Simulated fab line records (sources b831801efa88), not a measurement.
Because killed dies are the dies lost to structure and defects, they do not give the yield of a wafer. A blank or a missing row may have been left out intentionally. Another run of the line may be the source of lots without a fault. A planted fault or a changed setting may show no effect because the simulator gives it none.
Which of the tools did it? :: flow sky130 :: 33 wafers from 11 lots sampled at 5 of the route's 708 steps

## WHAT THE GAUGES SHOWED, per wafer
SKY_VT_ADJUST_HVTR_CD_MEAS_07: the cd target is 380 nm.
lot: L474
measured: day 9 15:21
on: cd-sem-01
cd-nm (nm): 377.6 378.3 379.6

lot: L475
measured: day 9 20:23
on: cd-sem-02
cd-nm (nm): 377.7 381.3 378.5

lot: L476
measured: day 10 04:32
on: cd-sem-02
cd-nm (nm): 385.3 382.5 379.9

lot: L477
measured: day 10 12:05
on: cd-sem-02
cd-nm (nm): 381.2 379.1 380.2

lot: L478
measured: day 10 21:19
on: cd-sem-01
cd-nm (nm): 384.3 386.4 384.4

lot: L482
measured: day 12 10:50
on: cd-sem-01
cd-nm (nm): 380.0 378.6 380.1

lot: L483
measured: day 12 11:32
on: cd-sem-02
cd-nm (nm): 376.0 375.6 375.6

lot: L490
measured: day 15 00:11
on: cd-sem-01
cd-nm (nm): 381.4 383.8 383.8

lot: L491
measured: day 15 02:05
on: cd-sem-02
cd-nm (nm): 381.4 377.0 380.9

lot: L492
measured: day 15 15:14
on: cd-sem-01
cd-nm (nm): 383.9 382.9 383.3

lot: L495
measured: day 16 08:44
on: cd-sem-01
cd-nm (nm): 383.1 383.5 385.3

SKY_SONOS_ONO_THK_MEAS_05.
lot: L474
measured: day 11 18:37
on: film-metro-03
SONOS_ONO_CVD_04_THK (nm): 5.60 5.41 5.48

lot: L475
measured: day 12 03:10
on: film-metro-01
SONOS_ONO_CVD_04_THK (nm): 5.86 5.78 5.83

lot: L476
measured: day 12 10:30
on: film-metro-01
SONOS_ONO_CVD_04_THK (nm): 5.72 5.72 5.76

lot: L477
measured: day 12 18:41
on: film-metro-03
SONOS_ONO_CVD_04_THK (nm): 5.55 5.55 5.52

lot: L478
measured: day 13 03:16
on: film-metro-01
SONOS_ONO_CVD_04_THK (nm): 5.60 5.60 5.55

lot: L482
measured: day 14 22:43
on: film-metro-02
SONOS_ONO_CVD_04_THK (nm): 5.81 5.90 5.84

lot: L483
measured: day 14 21:29
on: film-metro-01
SONOS_ONO_CVD_04_THK (nm): 5.86 5.92 5.90

lot: L490
measured: day 17 16:21
on: film-metro-02
SONOS_ONO_CVD_04_THK (nm): 5.71 5.77 5.79

lot: L491
measured: day 17 19:11
on: film-metro-01
SONOS_ONO_CVD_04_THK (nm): 5.56 5.74 5.70

lot: L492
measured: day 18 05:47
on: film-metro-01
SONOS_ONO_CVD_04_THK (nm): 5.53 5.40 5.40

lot: L495
measured: day 19 01:24
on: film-metro-03
SONOS_ONO_CVD_04_THK (nm): 5.71 5.56 5.49

SKY_GATE_OXIDE_THK_MEAS_02.
lot: L474
measured: day 12 19:58
on: film-metro-01
GATE_OXIDE_OXIDATION_00_THK (nm): 10.58 10.67 10.31

lot: L475
measured: day 13 06:11
on: film-metro-03
GATE_OXIDE_OXIDATION_00_THK (nm): 10.19 10.09 10.22

lot: L476
measured: day 13 12:34
on: film-metro-03
GATE_OXIDE_OXIDATION_00_THK (nm): 10.10 10.33 10.20

lot: L477
measured: day 13 22:11
on: film-metro-01
GATE_OXIDE_OXIDATION_00_THK (nm): 10.19 10.02 10.14

lot: L478
measured: day 14 07:47
on: film-metro-03
GATE_OXIDE_OXIDATION_00_THK (nm): 10.13 10.03 10.05

lot: L482
measured: day 16 04:33
on: film-metro-04
GATE_OXIDE_OXIDATION_00_THK (nm): 8.23 8.29 8.20 8.18 8.19 8.18

lot: L483
measured: day 16 03:10
on: film-metro-03
GATE_OXIDE_OXIDATION_00_THK (nm): 8.14 8.06 7.98 8.11 8.10 8.04

lot: L490
measured: day 19 03:20
on: film-metro-01
GATE_OXIDE_OXIDATION_00_THK (nm): 10.16 10.21 10.09

lot: L491
measured: day 19 05:30
on: film-metro-01
GATE_OXIDE_OXIDATION_00_THK (nm): 10.21 10.25 10.33

lot: L492
measured: day 19 13:25
on: film-metro-01
GATE_OXIDE_OXIDATION_00_THK (nm): 10.19 10.40 10.10

lot: L495
measured: day 20 09:37
on: film-metro-04
GATE_OXIDE_OXIDATION_00_THK (nm): 10.57 10.31 10.30

## WHICH TOOL RAN EACH LOT (tool, then ch and the chambers of the sampled wafers, then the start)
lot: L474
SKY_SONOS_ONO_STRIP_17: plasma-asher-01 ch 0,1, day 12 17:49
SKY_GATE_OXIDE_OXIDATION_01: furnace-01 ch 0, day 12 18:34

lot: L475
SKY_SONOS_ONO_STRIP_17: plasma-asher-01 ch 0,1, day 13 04:09
SKY_GATE_OXIDE_OXIDATION_01: furnace-02 ch 0, day 13 04:46

lot: L476
SKY_SONOS_ONO_STRIP_17: plasma-asher-03 ch 0,1, day 13 10:57
SKY_GATE_OXIDE_OXIDATION_01: furnace-01 ch 0, day 13 11:10

lot: L477
SKY_SONOS_ONO_STRIP_17: plasma-asher-03 ch 0,1, day 13 20:34
SKY_GATE_OXIDE_OXIDATION_01: furnace-01 ch 0, day 13 20:46

lot: L478
SKY_SONOS_ONO_STRIP_17: plasma-asher-03 ch 0,1, day 14 05:07
SKY_GATE_OXIDE_OXIDATION_01: furnace-01 ch 0, day 14 06:22

lot: L482
SKY_SONOS_ONO_STRIP_17: plasma-asher-01 ch 0,1, day 16 02:39
SKY_GATE_OXIDE_OXIDATION_01: furnace-01 ch 0, day 16 03:08

lot: L483
SKY_SONOS_ONO_STRIP_17: plasma-asher-01 ch 0,1, day 16 01:29
SKY_GATE_OXIDE_OXIDATION_01: furnace-01 ch 0, day 16 01:44

lot: L490
SKY_SONOS_ONO_STRIP_17: plasma-asher-03 ch 0, day 18 22:40
SKY_GATE_OXIDE_OXIDATION_01: furnace-02 ch 0, day 19 01:55

lot: L491
SKY_SONOS_ONO_STRIP_17: plasma-asher-04 ch 0,1, day 19 01:55
SKY_GATE_OXIDE_OXIDATION_01: furnace-01 ch 0, day 19 04:05

lot: L492
SKY_SONOS_ONO_STRIP_17: plasma-asher-01 ch 0,1, day 19 11:49
SKY_GATE_OXIDE_OXIDATION_01: furnace-01 ch 0, day 19 12:01

lot: L495
SKY_SONOS_ONO_STRIP_17: plasma-asher-04 ch 0,1, day 20 08:00
SKY_GATE_OXIDE_OXIDATION_01: furnace-02 ch 0, day 20 08:13
- SKY_SONOS_ONO_STRIP_17: strips in O2/N2.
- SKY_GATE_OXIDE_OXIDATION_01: stabilise 600 s, purge 300 s, target thk 10.268 nm.

## AS READ BY THE TOOLS THEMSELVES (means over the sampled wafers that have a number; for cases with no such wafer, the mark the record gives instead)
SKY_SONOS_ONO_STRIP_17.
lot: L474
tool: plasma-asher-01
drypump-motor-current-A (A): 5.5
o2-flow-sccm (sccm): 3002
oes-product-au (a.u.): 0.706
strip-time-to-endpoint-s (s): 14.08

lot: L475
tool: plasma-asher-01
drypump-motor-current-A (A): 5.5
o2-flow-sccm (sccm): 2993
oes-product-au (a.u.): 0.713
strip-time-to-endpoint-s (s): 14.08

lot: L476
tool: plasma-asher-03
drypump-motor-current-A (A): 5.9
o2-flow-sccm (sccm): 3007
oes-product-au (a.u.): 0.705
strip-time-to-endpoint-s (s): 14.13

lot: L477
tool: plasma-asher-03
drypump-motor-current-A (A): 5.9
o2-flow-sccm (sccm): 3002
oes-product-au (a.u.): 0.711
strip-time-to-endpoint-s (s): 14.04

lot: L478
tool: plasma-asher-03
drypump-motor-current-A (A): 6.0
o2-flow-sccm (sccm): 2997
oes-product-au (a.u.): 0.707
strip-time-to-endpoint-s (s): 14.12

lot: L482
tool: plasma-asher-01
drypump-motor-current-A (A): 5.5
o2-flow-sccm (sccm): 2999
oes-product-au (a.u.): 0.706
strip-time-to-endpoint-s (s): 14.09

lot: L483
tool: plasma-asher-01
drypump-motor-current-A (A): 5.4
o2-flow-sccm (sccm): 3002
oes-product-au (a.u.): 0.709
strip-time-to-endpoint-s (s): 14.08

lot: L490
tool: plasma-asher-03
drypump-motor-current-A (A): 6.0
o2-flow-sccm (sccm): 3012
oes-product-au (a.u.): 0.713
strip-time-to-endpoint-s (s): 14.07

lot: L491
tool: plasma-asher-04
drypump-motor-current-A (A): 5.1
o2-flow-sccm (sccm): 3003
oes-product-au (a.u.): 0.711
strip-time-to-endpoint-s (s): 14.08

lot: L492
tool: plasma-asher-01
drypump-motor-current-A (A): 5.4
o2-flow-sccm (sccm): 3003
oes-product-au (a.u.): 0.712
strip-time-to-endpoint-s (s): 14.13

lot: L495
tool: plasma-asher-04
drypump-motor-current-A (A): 5.2
o2-flow-sccm (sccm): 3013
oes-product-au (a.u.): 0.708
strip-time-to-endpoint-s (s): 14.15

SKY_GATE_OXIDE_OXIDATION_01.
lot: L474
tool: furnace-01
spike-tc-bottom-C (C): 913.8
spike-tc-centre-C (C): 899.1
spike-tc-lower-C (C): 901.8
spike-tc-top-C (C): 914.7
spike-tc-upper-C (C): 902.3
tube_center_temp_C_max: 902.4
zone-power-bottom-pct (%): 34.3
zone-power-top-pct (%): 29.0
zone-power-upper-pct (%): 18.14

lot: L475
tool: furnace-02
spike-tc-bottom-C (C): 913.7
spike-tc-centre-C (C): 901.2
spike-tc-lower-C (C): 900.1
spike-tc-top-C (C): 908.4
spike-tc-upper-C (C): 900.0
tube_center_temp_C_max: 901.9
zone-power-bottom-pct (%): 30.0
zone-power-top-pct (%): 28.4
zone-power-upper-pct (%): 17.95

lot: L476
tool: furnace-01
spike-tc-bottom-C (C): 913.2
spike-tc-centre-C (C): 900.0
spike-tc-lower-C (C): 901.0
spike-tc-top-C (C): 912.8
spike-tc-upper-C (C): 903.1
tube_center_temp_C_max: 902.4
zone-power-bottom-pct (%): 34.1
zone-power-top-pct (%): 28.8
zone-power-upper-pct (%): 18.21

lot: L477
tool: furnace-01
spike-tc-bottom-C (C): 913.8
spike-tc-centre-C (C): 899.2
spike-tc-lower-C (C): 901.5
spike-tc-top-C (C): 913.7
spike-tc-upper-C (C): 902.6
tube_center_temp_C_max: 902.1
zone-power-bottom-pct (%): 34.0
zone-power-top-pct (%): 28.9
zone-power-upper-pct (%): 18.11

lot: L478
tool: furnace-01
spike-tc-bottom-C (C): 913.9
spike-tc-centre-C (C): 899.7
spike-tc-lower-C (C): 900.2
spike-tc-top-C (C): 913.8
spike-tc-upper-C (C): 903.2
tube_center_temp_C_max: 902.2
zone-power-bottom-pct (%): 34.6
zone-power-top-pct (%): 28.9
zone-power-upper-pct (%): 17.83

lot: L482
tool: furnace-01
spike-tc-bottom-C (C): 893.2
spike-tc-centre-C (C): 878.7
spike-tc-lower-C (C): 881.6
spike-tc-top-C (C): 893.6
spike-tc-upper-C (C): 881.6
tube_center_temp_C_max: 902.6
zone-power-bottom-pct (%): 32.6
zone-power-top-pct (%): 28.1
zone-power-upper-pct (%): 17.28

lot: L483
tool: furnace-01
spike-tc-bottom-C (C): 893.7
spike-tc-centre-C (C): 878.9
spike-tc-lower-C (C): 881.1
spike-tc-top-C (C): 894.3
spike-tc-upper-C (C): 882.8
tube_center_temp_C_max: 902.2
zone-power-bottom-pct (%): 32.6
zone-power-top-pct (%): 28.0
zone-power-upper-pct (%): 17.32

lot: L490
tool: furnace-02
spike-tc-bottom-C (C): 913.8
spike-tc-centre-C (C): 901.3
spike-tc-lower-C (C): 900.2
spike-tc-top-C (C): 907.3
spike-tc-upper-C (C): 899.3
tube_center_temp_C_max: 902.4
zone-power-bottom-pct (%): 30.2
zone-power-top-pct (%): 28.6
zone-power-upper-pct (%): 17.89

lot: L491
tool: furnace-01
spike-tc-bottom-C (C): 914.0
spike-tc-centre-C (C): 900.9
spike-tc-lower-C (C): 901.3
spike-tc-top-C (C): 912.9
spike-tc-upper-C (C): 903.1
tube_center_temp_C_max: 902.3
zone-power-bottom-pct (%): 33.9
zone-power-top-pct (%): 29.1
zone-power-upper-pct (%): 17.84

lot: L492
tool: furnace-01
spike-tc-bottom-C (C): 913.3
spike-tc-centre-C (C): 900.1
spike-tc-lower-C (C): 901.2
spike-tc-top-C (C): 913.6
spike-tc-upper-C (C): 901.7
tube_center_temp_C_max: 902.3
zone-power-bottom-pct (%): 34.1
zone-power-top-pct (%): 29.3
zone-power-upper-pct (%): 18.14

lot: L495
tool: furnace-02
spike-tc-bottom-C (C): 914.2
spike-tc-centre-C (C): 901.1
spike-tc-lower-C (C): 900.5
spike-tc-top-C (C): 907.9
spike-tc-upper-C (C): 900.1
tube_center_temp_C_max: 902.3
zone-power-bottom-pct (%): 30.1
zone-power-top-pct (%): 28.8
zone-power-upper-pct (%): 17.84

## THE ANSWER, worked out from the rows above alone
Rule: usual is defined by the lots themselves. The widest of any qualifying gaps counts: lots, ordered by their means at a reading, are off when they make up no more than a third of the lots, leave a main group of 4 or more, and stand apart from it by 3 or more times the standard deviation of that group's means. A main group whose means are all the same, to the digits that the tables above print for the reading, isn't used. Also off: a lot with no number at a reading for which 4 or more lots have one. Any other lot the step has rows for is counted as sound. After the gauges, taken in route order, come the tools' own readings; for these a lot's mean is taken, as printed above. The first step at which some lot is off is used, and at that step the reading that is off furthest; a lot without a number counts as furthest.
Off: L482, L483, seen at SKY_GATE_OXIDE_THK_MEAS_02 (GATE_OXIDE_OXIDATION_00_THK). Mean 10.24 nm and standard deviation 0.13 in the main group.
A tool fits if, at a process step before that reading, it ran every lot that is off, and no sound lot after the first of them. The gauges at SKY_GATE_OXIDE_THK_MEAS_02 aren't tried: what is off there is off at SKY_GATE_OXIDE_OXIDATION_01 too, on other tools, and a gauge's error can't cause that. Not one of the candidates tried fits.

## WHAT THE SIMULATOR PUT IN
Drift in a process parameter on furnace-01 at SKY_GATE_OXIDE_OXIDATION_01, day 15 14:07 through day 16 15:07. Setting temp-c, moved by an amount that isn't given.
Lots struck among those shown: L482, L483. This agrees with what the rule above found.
